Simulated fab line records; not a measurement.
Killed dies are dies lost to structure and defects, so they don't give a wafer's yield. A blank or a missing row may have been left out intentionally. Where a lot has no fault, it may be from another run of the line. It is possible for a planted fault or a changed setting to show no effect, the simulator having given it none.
fab line records | flow gf180mcu | part 1 of 2: steps 1 to 25 of 38
record: lots: 5 | wafers: 15 | last-day: 33
route steps=602 shown CONTACT@310 M1@315 V1@335
lots that met no fault: taken from a fault-free run of the same line
start-h: start of the lot's first displayed wafer, in hours after the record's first day | wait-h: how many hours have passed since the lot's step before this one | " identical to the entry in the row above | L1.1+2: several wafers, shown together as one row | - value missing, or start not given | * or withheld: withheld | < > ~ a bound
route shown NAME@n: NAME is a module with steps in the file, n the number in the route of the first one | usual: mean/standard deviation taken from wafers without a fault | same: alike in all rows | chamber/n: place in a boat | sites: the reading at each site | _std_site: standard deviation of those values | _edge_site: outer sites' mean less inner sites' | radius-mm: how far each site lies from the wafer's centre | mask NAME#n: copy n | behind: tool/chamber where the wafer was last shaped | hold: what put the lot on hold/how long, in hours/how the hold closed | device: which transistor (n, p or np) failed to switch | end of line: tests run on the same wafers once the route is complete | a step with no rows: only its recipe | killed: not the wafer's yield, but the dies lost to structure and defects at the first sort | map: a wafer's dies, x killed, . not, _ none there
set.NAME: the run value of the setting; set.NAME@STEP: its run value at that earlier step | model.NAME: the simulator's own value behind a step, which no gauge read
lots at some steps of the route; a table a step, a row a wafer
services: the hour from which a tool's chamber was out of use, counted from the record's first day as start-h (under 0 if before that day), plus the number of hours and why
== steps ==
step: GF_CONTACT_SPUTTER_23
recipe: material: TiN | target-thk-nm: 10 | chamber-pressure-pa: 5 | power-w: 4000 | time-s: 40
usual: chamber-pressure-pa: 5.000/0.0098 | throttle-valve-pct: 30.0/0.94
lot.wafer | tool           | chamber | start-h | wait-h | chamber-pressure-pa | throttle-valve-pct
L079.1    | pvd-sputter-02 | -       | 406.14  | 0.0    | 5.005               | 28.9
L079.2    | "              | -       | "       | "      | 5.012               | 28.7
L079.3    | "              | -       | "       | "      | 4.989               | 31.2
L080.1    | pvd-sputter-01 | -       | 417.56  | 0.0    | 4.990               | 30.6
L080.4    | "              | -       | "       | "      | 5.003               | 31.5
L080.5    | "              | -       | "       | "      | 4.986               | 29.7
L084.3    | pvd-sputter-01 | -       | 453.14  | 0.0    | 4.992               | 30.0
L084.4    | "              | -       | "       | "      | 4.992               | 29.5
L084.6    | "              | -       | "       | "      | 5.013               | 29.4
L087.1    | pvd-sputter-01 | -       | 485.28  | 0.0    | 5.005               | 30.8
L087.3    | "              | -       | "       | "      | 5.001               | 31.8
L087.6    | "              | -       | "       | "      | 4.982               | 31.4
L093.2    | pvd-sputter-02 | -       | 531.85  | 0.0    | 5.004               | 31.2
L093.3    | "              | -       | "       | "      | 5.014               | 28.7
L093.5    | "              | -       | "       | "      | 5.009               | 28.5
step: GF_CONTACT_CVD_24
recipe: material: W | target-thk-nm: 300 | time-s: 90.339 | temp-c: 400 | pressure-torr: 40
usual: heater-power-w: 835/66 | susceptor-temp-C: 399.99/0.22
lot.wafer | tool     | chamber | start-h | wait-h | heater-power-w | susceptor-temp-C
L079.1    | cvd-w-01 | 1       | 406.18  | 0.0    | 862            | 400.05
L079.2    | "        | 0       | "       | "      | 919            | 399.85
L079.3    | "        | 0       | "       | "      | 906            | 399.89
L080.1    | cvd-w-01 | 1       | 417.60  | 0.0    | 835            | 399.91
L080.4    | "        | 1       | "       | "      | 846            | 399.84
L080.5    | "        | 0       | "       | "      | 919            | 400.06
L084.3    | cvd-w-01 | 1       | 453.21  | 0.1    | 838            | 399.85
L084.4    | "        | 0       | "       | "      | 914            | 399.92
L084.6    | "        | 0       | "       | "      | 922            | 400.08
L087.1    | cvd-w-01 | 0       | 485.32  | 0.0    | 916            | 400.43
L087.3    | "        | 0       | "       | "      | 926            | 400.60
L087.6    | "        | 1       | "       | "      | 846            | 399.70
L093.2    | cvd-w-02 | 0       | 531.92  | 0.1    | 767            | 400.21
L093.3    | "        | 0       | "       | "      | 756            | 400.38
L093.5    | "        | 0       | "       | "      | 773            | 400.14
step: GF_CONTACT_RS_MEAS_25
recipe: thk-meas-gauge: four-point-probe | reads: W_of_CONTACT_CVD_24+TiN_of_CONTACT_SPUTTER_23+Ti_of_CONTACT_SPUTTER_22
usual: CONTACT_W_RS: 0.385/0.0041
lot.wafer | tool          | chamber | start-h | wait-h | CONTACT_W_RS[ohm/sq]
L079.1    | film-metro-01 | -       | 406.28  | 0.1    | 0.392
L079.2    | "             | -       | "       | "      | 0.384
L079.3    | "             | -       | "       | "      | 0.388
L080.1    | film-metro-01 | -       | 417.70  | 0.1    | 0.385
L080.4    | "             | -       | "       | "      | 0.386
L080.5    | "             | -       | "       | "      | 0.380
L084.3    | film-metro-04 | -       | 453.32  | 0.1    | 0.383
L084.4    | "             | -       | "       | "      | 0.381
L084.6    | "             | -       | "       | "      | 0.384
L087.1    | film-metro-03 | -       | 485.42  | 0.1    | 0.388
L087.3    | "             | -       | "       | "      | 0.384
L087.6    | "             | -       | "       | "      | 0.387
L093.2    | film-metro-03 | -       | 532.17  | 0.2    | 0.386
L093.3    | "             | -       | "       | "      | 0.389
L093.5    | "             | -       | "       | "      | 0.386
step: GF_CONTACT_THK_MEAS_26
recipe: thk-meas-gauge: xrf | reads: W_of_CONTACT_CVD_24
usual: CONTACT_W_THK: 306/3.7
lot.wafer | tool          | chamber | start-h | wait-h | CONTACT_W_THK[nm]
L079.1    | film-metro-01 | -       | 406.40  | 0.1    | 300
L079.2    | "             | -       | "       | "      | 307
L079.3    | "             | -       | "       | "      | 303
L080.1    | film-metro-01 | -       | 417.82  | 0.1    | 302
L080.4    | "             | -       | "       | "      | 302
L080.5    | "             | -       | "       | "      | 307
L084.3    | film-metro-04 | -       | 453.42  | 0.1    | 307
L084.4    | "             | -       | "       | "      | 310
L084.6    | "             | -       | "       | "      | 306
L087.1    | film-metro-03 | -       | 485.54  | 0.1    | 300
L087.3    | "             | -       | "       | "      | 303
L087.6    | "             | -       | "       | "      | 301
L093.2    | film-metro-03 | -       | 532.28  | 0.1    | 307
L093.3    | "             | -       | "       | "      | 304
L093.5    | "             | -       | "       | "      | 306
step: GF_CONTACT_CMP_27
recipe: stop-on: SiO2 | down-force-psi: 3.5 | platen-rpm: 60 | t-overpolish-s: 15 | target-thk-nm: 0 | pad-velocity-m-s: 0.94248
usual: motor-current-A: 11.3/1.3 | overpolish-run-s: 15.000/0.0094 | time-to-endpoint-s: 72/3.4
same: t-overpolish-s: 15
lot.wafer | tool   | chamber | start-h | wait-h | motor-current-A | overpolish-run-s | time-to-endpoint-s
L079.1    | cmp-01 | 3       | 406.51  | 0.1    | 11.3            | 14.995           | 71
L079.3    | "      | 0       | "       | "      | 10.4            | 14.997           | 70
L079.2    | "      | 1       | "       | "      | 12.6            | 14.994           | 72
L080.4    | cmp-02 | 2       | 417.88  | 0.0    | 9.8             | 15.002           | 75
L080.1    | "      | 3       | "       | "      | 8.1             | 14.987           | 68
L080.5    | "      | 2       | "       | "      | 10.0            | 14.999           | 77
L084.4    | cmp-01 | 0       | 453.46  | 0.0    | 10.2            | 15.010           | 71
L084.3    | "      | 3       | "       | "      | 11.3            | 14.996           | 72
L084.6    | "      | 1       | "       | "      | 12.1            | 15.002           | 70
L087.3    | cmp-01 | 0       | 485.60  | 0.0    | 11.0            | 15.016           | 67
L087.1    | "      | 2       | "       | "      | 12.0            | 14.997           | 69
L087.6    | "      | 1       | "       | "      | 12.9            | 14.997           | 71
L093.3    | cmp-01 | 2       | 532.33  | 0.0    | 12.0            | 15.005           | 67
L093.2    | "      | 3       | "       | "      | 11.1            | 15.007           | 77
L093.5    | "      | 3       | "       | "      | 11.5            | 15.005           | 76
step: GF_M1_SPUTTER_00
recipe: material: Ti | target-thk-nm: 37.5 | arriving-ion-energy-ev: 80 | substrate-temp-c: 200 | chamber-pressure-pa: 2 | power-w: 4000 | time-s: 150
usual: chamber-pressure-pa: 2.000/0.0042 | throttle-valve-pct: 30.3/0.75
lot.wafer | tool           | chamber | start-h | wait-h | chamber-pressure-pa | throttle-valve-pct
L079.1    | pvd-sputter-03 | -       | 406.76  | 0.2    | 2.000               | 31.7
L079.2    | "              | -       | "       | "      | 1.999               | 29.8
L079.3    | "              | -       | "       | "      | 1.996               | 28.6
L080.1    | pvd-sputter-03 | -       | 418.18  | 0.2    | 2.004               | 29.9
L080.4    | "              | -       | "       | "      | 2.001               | 31.2
L080.5    | "              | -       | "       | "      | 2.003               | 29.8
L084.3    | pvd-sputter-03 | -       | 453.76  | 0.1    | 2.003               | 30.4
L084.4    | "              | -       | "       | "      | 1.999               | 28.9
L084.6    | "              | -       | "       | "      | 1.998               | 31.7
L087.1    | pvd-sputter-04 | -       | 485.90  | 0.1    | 2.003               | 30.5
L087.3    | "              | -       | "       | "      | 1.999               | 29.8
L087.6    | "              | -       | "       | "      | 2.000               | 30.7
L093.2    | pvd-sputter-04 | -       | 532.63  | 0.2    | 2.001               | 30.3
L093.3    | "              | -       | "       | "      | 2.004               | 30.3
L093.5    | "              | -       | "       | "      | 1.998               | 29.8
step: GF_M1_SPUTTER_01
recipe: material: TiN | target-thk-nm: 30 | power-w: 6500 | time-s: 25 | chamber-pressure-pa: 0.4
usual: chamber-pressure-pa: 0.4000/0.0008 | throttle-valve-pct: 30.3/0.75
lot.wafer | tool           | chamber | start-h | wait-h | chamber-pressure-pa | throttle-valve-pct
L079.1    | pvd-sputter-03 | -       | 406.86  | 0.1    | 0.4002              | 31.7
L079.2    | "              | -       | "       | "      | 0.4002              | 29.6
L079.3    | "              | -       | "       | "      | 0.4008              | 28.5
L080.1    | pvd-sputter-03 | -       | 418.28  | 0.1    | 0.3985              | 29.6
L080.4    | "              | -       | "       | "      | 0.3986              | 31.4
L080.5    | "              | -       | "       | "      | 0.3984              | 29.9
L084.3    | pvd-sputter-03 | -       | 453.86  | 0.1    | 0.3991              | 30.1
L084.4    | "              | -       | "       | "      | 0.3996              | 28.8
L084.6    | "              | -       | "       | "      | 0.4000              | 31.4
L087.1    | pvd-sputter-04 | -       | 486.00  | 0.1    | 0.3992              | 30.2
L087.3    | "              | -       | "       | "      | 0.4005              | 29.9
L087.6    | "              | -       | "       | "      | 0.3992              | 30.7
L093.2    | pvd-sputter-04 | -       | 532.73  | 0.1    | 0.4006              | 30.3
L093.3    | "              | -       | "       | "      | 0.4000              | 30.2
L093.5    | "              | -       | "       | "      | 0.4014              | 29.8
step: GF_M1_SPUTTER_02
recipe: material: AlCu | target-thk-nm: 450 | power-w: 10600 | time-s: 23.9 | chamber-pressure-pa: 0.4
usual: chamber-pressure-pa: 0.4002/0.00083 | throttle-valve-pct: 30.3/0.74
lot.wafer | tool           | chamber | start-h | wait-h | chamber-pressure-pa | throttle-valve-pct
L079.1    | pvd-sputter-03 | -       | 406.89  | 0.0    | 0.4010              | 31.5
L079.2    | "              | -       | "       | "      | 0.3996              | 29.7
L079.3    | "              | -       | "       | "      | 0.4003              | 28.8
L080.1    | pvd-sputter-03 | -       | 418.31  | 0.0    | 0.4000              | 29.8
L080.4    | "              | -       | "       | "      | 0.3998              | 31.3
L080.5    | "              | -       | "       | "      | 0.4010              | 29.7
L084.3    | pvd-sputter-03 | -       | 453.89  | 0.0    | 0.3993              | 30.1
L084.4    | "              | -       | "       | "      | 0.3993              | 29.1
L084.6    | "              | -       | "       | "      | 0.3996              | 31.5
L087.1    | pvd-sputter-04 | -       | 486.03  | 0.0    | 0.4004              | 30.4
L087.3    | "              | -       | "       | "      | 0.4006              | 29.8
L087.6    | "              | -       | "       | "      | 0.4010              | 31.0
L093.2    | pvd-sputter-04 | -       | 532.76  | 0.0    | 0.3992              | 30.1
L093.3    | "              | -       | "       | "      | 0.3991              | 30.3
L093.5    | "              | -       | "       | "      | 0.3984              | 29.9
step: GF_M1_SPUTTER_03
recipe: material: Ti | target-thk-nm: 10 | substrate-temp-c: 300 | chamber-pressure-pa: 0.3 | power-w: 3000 | time-s: 6.7
usual: chamber-pressure-pa: 0.3000/0.00063 | throttle-valve-pct: 30.3/0.75
lot.wafer | tool           | chamber | start-h | wait-h | chamber-pressure-pa | throttle-valve-pct
L079.1    | pvd-sputter-03 | -       | 406.92  | 0.0    | 0.3002              | 31.3
L079.2    | "              | -       | "       | "      | 0.3011              | 29.6
L079.3    | "              | -       | "       | "      | 0.2990              | 28.7
L080.1    | pvd-sputter-03 | -       | 418.34  | 0.0    | 0.2991              | 29.9
L080.4    | "              | -       | "       | "      | 0.3005              | 31.6
L080.5    | "              | -       | "       | "      | 0.3001              | 29.7
L084.3    | pvd-sputter-03 | -       | 453.92  | 0.0    | 0.2994              | 30.1
L084.4    | "              | -       | "       | "      | 0.3002              | 28.6
L084.6    | "              | -       | "       | "      | 0.3006              | 31.6
L087.1    | pvd-sputter-04 | -       | 486.06  | 0.0    | 0.3002              | 30.3
L087.3    | "              | -       | "       | "      | 0.3011              | 29.8
L087.6    | "              | -       | "       | "      | 0.3003              | 30.8
L093.2    | pvd-sputter-04 | -       | 532.79  | 0.0    | 0.3013              | 30.0
L093.3    | "              | -       | "       | "      | 0.3000              | 30.8
L093.5    | "              | -       | "       | "      | 0.3005              | 29.6
step: GF_M1_SPUTTER_04
recipe: material: TiN | target-thk-nm: 50 | power-w: 6500 | time-s: 41.7 | chamber-pressure-pa: 0.4
usual: chamber-pressure-pa: 0.4001/0.00075 | throttle-valve-pct: 30.3/0.74
lot.wafer | tool           | chamber | start-h | wait-h | chamber-pressure-pa | throttle-valve-pct
L079.1    | pvd-sputter-03 | -       | 406.94  | 0.0    | 0.3999              | 31.5
L079.2    | "              | -       | "       | "      | 0.4003              | 29.8
L079.3    | "              | -       | "       | "      | 0.4005              | 29.0
L080.1    | pvd-sputter-03 | -       | 418.36  | 0.0    | 0.3996              | 29.8
L080.4    | "              | -       | "       | "      | 0.4010              | 31.5
L080.5    | "              | -       | "       | "      | 0.3991              | 29.9
L084.3    | pvd-sputter-03 | -       | 453.94  | 0.0    | 0.4000              | 30.2
L084.4    | "              | -       | "       | "      | 0.3998              | 28.6
L084.6    | "              | -       | "       | "      | 0.3994              | 31.6
L087.1    | pvd-sputter-04 | -       | 486.08  | 0.0    | 0.3997              | 30.3
L087.3    | "              | -       | "       | "      | 0.4006              | 29.7
L087.6    | "              | -       | "       | "      | 0.4005              | 30.8
L093.2    | pvd-sputter-04 | -       | 532.81  | 0.0    | 0.4001              | 30.2
L093.3    | "              | -       | "       | "      | 0.3987              | 30.4
L093.5    | "              | -       | "       | "      | 0.4003              | 29.8
step: GF_M1_RS_MEAS_05
recipe: thk-meas-gauge: four-point-probe | reads: TiN_of_M1_SPUTTER_04+Ti_of_M1_SPUTTER_03+AlCu_of_M1_SPUTTER_02+TiN_of_M1_SPUTTER_01+Ti_of_M1_SPUTTER_00
usual: M1_ALCU_RS: 0.0699/0.00071
lot.wafer | tool          | chamber | start-h | wait-h | M1_ALCU_RS[ohm/sq]
L079.1    | film-metro-03 | -       | 406.98  | 0.0    | 0.0695
L079.2    | "             | -       | "       | "      | 0.0697
L079.3    | "             | -       | "       | "      | 0.0699
L080.1    | film-metro-01 | -       | 418.40  | 0.0    | 0.0694
L080.4    | "             | -       | "       | "      | 0.0697
L080.5    | "             | -       | "       | "      | 0.0695
L084.3    | film-metro-02 | -       | 454.02  | 0.1    | 0.0685
L084.4    | "             | -       | "       | "      | 0.0691
L084.6    | "             | -       | "       | "      | 0.0690
L087.1    | film-metro-02 | -       | 486.12  | 0.0    | 0.0711
L087.3    | "             | -       | "       | "      | 0.0716
L087.6    | "             | -       | "       | "      | 0.0707
L093.2    | film-metro-01 | -       | 532.87  | 0.0    | 0.0705
L093.3    | "             | -       | "       | "      | 0.0705
L093.5    | "             | -       | "       | "      | 0.0694
step: GF_M1_THK_MEAS_06
recipe: thk-meas-gauge: xrf | reads: AlCu_of_M1_SPUTTER_02
usual: M1_ALCU_THK: 454/5.8
lot.wafer | tool          | chamber | start-h | wait-h | M1_ALCU_THK[nm]
L079.1    | film-metro-03 | -       | 407.10  | 0.1    | 462
L079.2    | "             | -       | "       | "      | 459
L079.3    | "             | -       | "       | "      | 453
L080.1    | film-metro-01 | -       | 418.52  | 0.1    | 457
L080.4    | "             | -       | "       | "      | 458
L080.5    | "             | -       | "       | "      | 461
L084.3    | film-metro-02 | -       | 454.12  | 0.1    | 461
L084.4    | "             | -       | "       | "      | 458
L084.6    | "             | -       | "       | "      | 459
L087.1    | film-metro-02 | -       | 486.24  | 0.1    | 445
L087.3    | "             | -       | "       | "      | 441
L087.6    | "             | -       | "       | "      | 444
L093.2    | film-metro-01 | -       | 532.98  | 0.1    | 455
L093.3    | "             | -       | "       | "      | 452
L093.5    | "             | -       | "       | "      | 458
step: GF_M1_DEHYDRATE_07
recipe: temp-c: 200 | time-s: 60
lot.wafer  | tool           | chamber | start-h | wait-h
L079.1+2+3 | litho-track-03 | 0       | 417.76  | 10.7
L080.1+4+5 | litho-track-01 | 0       | 430.29  | 11.8
L084.3+4+6 | litho-track-02 | 0       | 465.65  | 11.5
L087.1+3+6 | litho-track-03 | 0       | 497.46  | 11.2
L093.2+3+5 | litho-track-02 | 0       | 543.53  | 10.5
step: GF_M1_HMDS_08
recipe: prime-time-s: 60 | prime-temp-c: 120
lot.wafer  | tool           | chamber | start-h | wait-h
L079.1+2+3 | litho-track-03 | 0       | 417.91  | 0.1
L080.1+4+5 | litho-track-01 | 0       | 430.44  | 0.1
L084.3+4+6 | litho-track-02 | 0       | 465.80  | 0.1
L087.1+3+6 | litho-track-03 | 0       | 497.61  | 0.1
L093.2+3+5 | litho-track-02 | 0       | 543.68  | 0.1
step: GF_M1_COAT_09
recipe: resist: KrF | spin-rpm: withheld | resist-thk-nm: 1000
lot.wafer  | tool           | chamber | start-h | wait-h
L079.1+2+3 | litho-track-03 | 0       | 418.06  | 0.1
L080.1+4+5 | litho-track-01 | 0       | 430.59  | 0.1
L084.3+4+6 | litho-track-02 | 0       | 465.95  | 0.1
L087.1+3+6 | litho-track-03 | 0       | 497.76  | 0.1
L093.2+3+5 | litho-track-02 | 0       | 543.83  | 0.1
step: GF_M1_SOFTBAKE_10
recipe: temp-c: 130 | time-s: 60 | resist: KrF
lot.wafer  | tool           | chamber | start-h | wait-h
L079.1+2+3 | litho-track-03 | 0       | 418.21  | 0.1
L080.1+4+5 | litho-track-01 | 0       | 430.74  | 0.1
L084.3+4+6 | litho-track-02 | 0       | 466.10  | 0.1
L087.1+3+6 | litho-track-03 | 0       | 497.91  | 0.1
L093.2+3+5 | litho-track-02 | 0       | 543.98  | 0.1
step: GF_M1_EXPOSE_11
recipe: mask-id: Metal1 | target-cd-nm: 230 | na: 0.68 | source-shape: conventional | sigma-outer: 0.6 | dose-mj: 28
usual: focus-offset-nm: 0.2/0.5
same: na: 0.68
lot.wafer | tool           | chamber | start-h | wait-h | mask     | focus-offset-nm
L079.1    | krf-scanner-02 | 0       | -       | -      | Metal1#0 | -0.3
L079.2    | "              | 0       | "       | "      | Metal1#0 | -0.1
L079.3    | "              | 0       | "       | "      | Metal1#0 | -0.7
L080.1    | krf-scanner-01 | 0       | -       | -      | Metal1#0 | -0.9
L080.4    | "              | 0       | "       | "      | Metal1#0 | 0.5
L080.5    | "              | 0       | "       | "      | Metal1#0 | -0.1
L084.3    | krf-scanner-01 | 0       | -       | -      | Metal1#0 | -0.7
L084.4    | "              | 0       | "       | "      | Metal1#0 | -0.5
L084.6    | "              | 0       | "       | "      | Metal1#0 | -0.5
L087.1    | krf-scanner-02 | 0       | -       | -      | Metal1#0 | -0.5
L087.3    | "              | 0       | "       | "      | Metal1#0 | 0.4
L087.6    | "              | 0       | "       | "      | Metal1#0 | 0.4
L093.2    | krf-scanner-01 | 0       | -       | -      | Metal1#0 | -0.4
L093.3    | "              | 0       | "       | "      | Metal1#0 | -0.1
L093.5    | "              | 0       | "       | "      | Metal1#0 | 0.5
step: GF_M1_PEB_12
recipe: peb-temp-c: 135 | peb-time-s: 88.22 | resist: KrF
lot.wafer  | tool           | chamber | start-h | wait-h
L079.1+2+3 | litho-track-03 | 0       | -       | -
L080.1+4+5 | litho-track-01 | 0       | -       | -
L084.3+4+6 | litho-track-03 | 0       | -       | -
L087.1+3+6 | litho-track-03 | 0       | -       | -
L093.2+3+5 | litho-track-02 | 0       | -       | -
step: GF_M1_DEVELOP_13
recipe: develop-time-s: 60 | dev-temp-c: 21
lot.wafer  | tool           | chamber | start-h | wait-h
L079.1+2+3 | litho-track-03 | 0       | 430.21  | 0.2
L080.1+4+5 | litho-track-01 | 0       | 442.54  | 0.2
L084.3+4+6 | litho-track-03 | 0       | 478.16  | 0.1
L087.1+3+6 | litho-track-03 | 0       | 509.26  | 0.2
L093.2+3+5 | litho-track-02 | 0       | 555.08  | 0.2
step: GF_M1_CD_MEAS_14
recipe: target-cd-nm: 230
usual: cd-nm: 230.1/1.3
lot.wafer | tool      | chamber | start-h | wait-h | cd-nm
L079.1    | cd-sem-01 | -       | 430.36  | 0.1    | 231.6
L079.2    | "         | -       | "       | "      | 231.9
L079.3    | "         | -       | "       | "      | 232.9
L080.1    | cd-sem-01 | -       | 442.69  | 0.1    | 228.4
L080.4    | "         | -       | "       | "      | 228.6
L080.5    | "         | -       | "       | "      | 229.1
L084.3    | cd-sem-02 | -       | 478.30  | 0.1    | 228.9
L084.4    | "         | -       | "       | "      | 230.0
L084.6    | "         | -       | "       | "      | 230.2
L087.1    | cd-sem-01 | -       | 509.41  | 0.1    | 230.4
L087.3    | "         | -       | "       | "      | 229.2
L087.6    | "         | -       | "       | "      | 231.1
L093.2    | cd-sem-01 | -       | 555.22  | 0.1    | 231.4
L093.3    | "         | -       | "       | "      | 231.0
L093.5    | "         | -       | "       | "      | 230.7
step: GF_M1_OVL_MEAS_15
usual: M1_OVL: 5/6
lot.wafer | tool       | chamber | start-h | wait-h | M1_OVL[nm]
L079.1    | overlay-01 | -       | 430.48  | 0.1    | 1
L079.2    | "          | -       | "       | "      | 11
L079.3    | "          | -       | "       | "      | -3
L080.1    | overlay-02 | -       | 442.81  | 0.1    | 14
L080.4    | "          | -       | "       | "      | -2
L080.5    | "          | -       | "       | "      | 14
L084.3    | overlay-01 | -       | 478.39  | 0.1    | 6
L084.4    | "          | -       | "       | "      | 11
L084.6    | "          | -       | "       | "      | 9
L087.1    | overlay-02 | -       | 509.53  | 0.1    | 11
L087.3    | "          | -       | "       | "      | 5
L087.6    | "          | -       | "       | "      | 9
L093.2    | overlay-01 | -       | 555.33  | 0.1    | 6
L093.3    | "          | -       | "       | "      | -2
L093.5    | "          | -       | "       | "      | 6
step: GF_M1_METAL_ETCH_16
recipe: chemistry: Cl2/BCl3 | mask-material: KrF | target-depth-nm: 627.5 | stop-on: SiO2 | pressure-mtorr: 8 | icp-w: 800 | bias-w: 140 | Cl2_flow_sccm: 80 | bcl3-flow-sccm: 40 | time-s: 104.6
usual: drypump-motor-current-A: 5.9/0.48 | mfc-cl2-sccm: 79.97/0.24 | oes-product-au: 0.971/0.0063 | throttle-valve-pct: 28.250/0.01
lot.wafer | tool         | chamber | start-h | wait-h | drypump-motor-current-A | mfc-cl2-sccm | oes-product-au | rf-hours-counter-h | throttle-valve-pct
L079.1    | rie-metal-03 | 0       | 430.52  | 0.0    | 6.6                     | 79.97        | 0.975          | 7                  | 28.237
L079.2    | "            | 1       | "       | "      | 5.3                     | 79.76        | 0.981          | 6                  | 28.250
L079.3    | "            | 1       | "       | "      | 5.3                     | 79.50        | 0.966          | -                  | 28.263
L080.1    | rie-metal-04 | 0       | 442.84  | 0.0    | 5.8                     | 80.44        | 0.972          | 8                  | 28.239
L080.4    | "            | 1       | "       | "      | 6.2                     | 79.88        | 0.969          | -                  | 28.254
L080.5    | "            | 0       | "       | "      | 5.8                     | 80.03        | 0.967          | -                  | 28.239
L084.3    | rie-metal-04 | 0       | 478.45  | 0.1    | 5.8                     | 79.52        | 0.980          | -                  | 28.243
L084.4    | "            | 1       | "       | "      | 6.2                     | 80.01        | 0.983          | -                  | 28.253
L084.6    | "            | 1       | "       | "      | 6.2                     | 79.95        | 0.976          | -                  | 28.250
L087.1    | rie-metal-04 | 0       | 509.56  | 0.0    | 5.8                     | 80.24        | 0.962          | 10                 | 28.258
L087.3    | "            | 1       | "       | "      | 6.2                     | 80.05        | 0.957          | -                  | 28.262
L087.6    | "            | 1       | "       | "      | 6.2                     | 79.43        | 0.966          | -                  | 28.270
L093.2    | rie-metal-01 | 1       | 555.36  | 0.0    | 6.1                     | 79.99        | 0.967          | 12                 | 28.255
L093.3    | "            | 0       | "       | "      | 5.7                     | 79.93        | 0.962          | -                  | 28.248
L093.5    | "            | 1       | "       | "      | 6.1                     | 80.11        | 0.980          | -                  | 28.250
step: GF_M1_STRIP_17
recipe: chemistry: O2/N2 | power-w: 1384 | pressure-mtorr: 1500 | platen-temp-c: 250 | o2-flow-sccm: 3000 | n2-flow-sccm: 300 | overash-fraction: 0.5
usual: drypump-motor-current-A: 5.8/0.35 | heater-power-w: 373/26 | oes-product-au: 0.556/0.0048 | platen-temp-c: 249.98/0.19 | strip-time-to-endpoint-s: 7.93/0.05
lot.wafer | tool            | chamber | start-h | wait-h | drypump-motor-current-A | heater-power-w | oes-product-au | platen-temp-c | rf-hours-counter-h | strip-time-to-endpoint-s
L079.1    | plasma-asher-03 | 1       | 430.63  | 0.1    | 5.9                     | 358            | 0.561          | 250.25        | 63                 | 8.01
L079.2    | "               | 0       | "       | "      | 6.0                     | 411            | 0.557          | 249.89        | 63                 | 7.91
L079.3    | "               | 1       | "       | "      | 5.9                     | 353            | 0.551          | 249.86        | -                  | 7.93
L080.1    | plasma-asher-03 | 0       | 442.95  | 0.1    | 6.0                     | 413            | 0.557          | 250.06        | 65                 | 7.90
L080.4    | "               | 1       | "       | "      | 5.9                     | 355            | 0.553          | 249.81        | -                  | 7.87
L080.5    | "               | 0       | "       | "      | 6.0                     | 410            | 0.561          | 249.79        | -                  | 7.88
L084.3    | plasma-asher-02 | 1       | 478.56  | 0.1    | 5.9                     | 352            | 0.558          | 249.95        | -                  | 7.95
L084.4    | "               | 0       | "       | "      | 6.3                     | 389            | 0.546          | 250.40        | -                  | 7.88
L084.6    | "               | 1       | "       | "      | 5.8                     | 351            | 0.548          | 249.90        | -                  | 7.85
L087.1    | plasma-asher-01 | 1       | 509.68  | 0.1    | 5.2                     | 394            | 0.566          | 250.21        | 8                  | 7.96
L087.3    | "               | 0       | "       | "      | 5.5                     | 346            | 0.556          | 249.95        | -                  | 7.90
L087.6    | "               | 1       | "       | "      | 5.2                     | 393            | 0.554          | 250.10        | -                  | 7.92
L093.2    | plasma-asher-02 | 1       | 555.47  | 0.1    | 5.8                     | 346            | 0.559          | 250.32        | 93                 | 7.91
L093.3    | "               | 1       | "       | "      | 5.8                     | 355            | 0.560          | 249.81        | -                  | 7.96
L093.5    | "               | 1       | "       | "      | 5.8                     | 350            | 0.558          | 250.02        | -                  | 7.97
step: GF_M1_STRIP_18
recipe: chemistry: post-etch-residue-remover | time-s: 1200 | temp-c: 72.5
usual: bath-guard-temp-C: 72.5/0.36
lot.wafer | tool         | chamber | start-h | wait-h | bath-guard-temp-C
L079.1    | wet-bench-02 | 2       | 430.73  | 0.1    | 72.4
L079.2    | "            | 2       | "       | "      | 72.4
L079.3    | "            | 2       | "       | "      | 72.8
L080.1    | wet-bench-03 | 0       | 443.05  | 0.1    | 72.5
L080.4    | "            | 0       | "       | "      | 72.6
L080.5    | "            | 0       | "       | "      | 72.7
L084.3    | wet-bench-02 | 0       | 478.63  | 0.0    | 71.7
L084.4    | "            | 0       | "       | "      | 72.1
L084.6    | "            | 0       | "       | "      | 72.2
L087.1    | wet-bench-02 | 2       | 509.78  | 0.1    | 72.9
L087.3    | "            | 2       | "       | "      | 72.4
L087.6    | "            | 2       | "       | "      | 72.2
L093.2    | wet-bench-02 | 3       | 555.57  | 0.1    | 72.4
L093.3    | "            | 3       | "       | "      | 72.2
L093.5    | "            | 3       | "       | "      | 72.1
step: GF_M1_CLEAN_19
recipe: chemistry: DIW | dry: n2-spin
lot.wafer  | tool         | chamber | start-h | wait-h
L079.1+2+3 | wet-bench-01 | 2       | 431.10  | 0.0
L080.1+4+5 | wet-bench-01 | 2       | 443.43  | 0.0
L084.3+4+6 | wet-bench-01 | 0       | 478.97  | 0.0
L087.1+3+6 | wet-bench-03 | 0       | 510.12  | 0.0
L093.2+3+5 | wet-bench-01 | 0       | 555.91  | 0.0
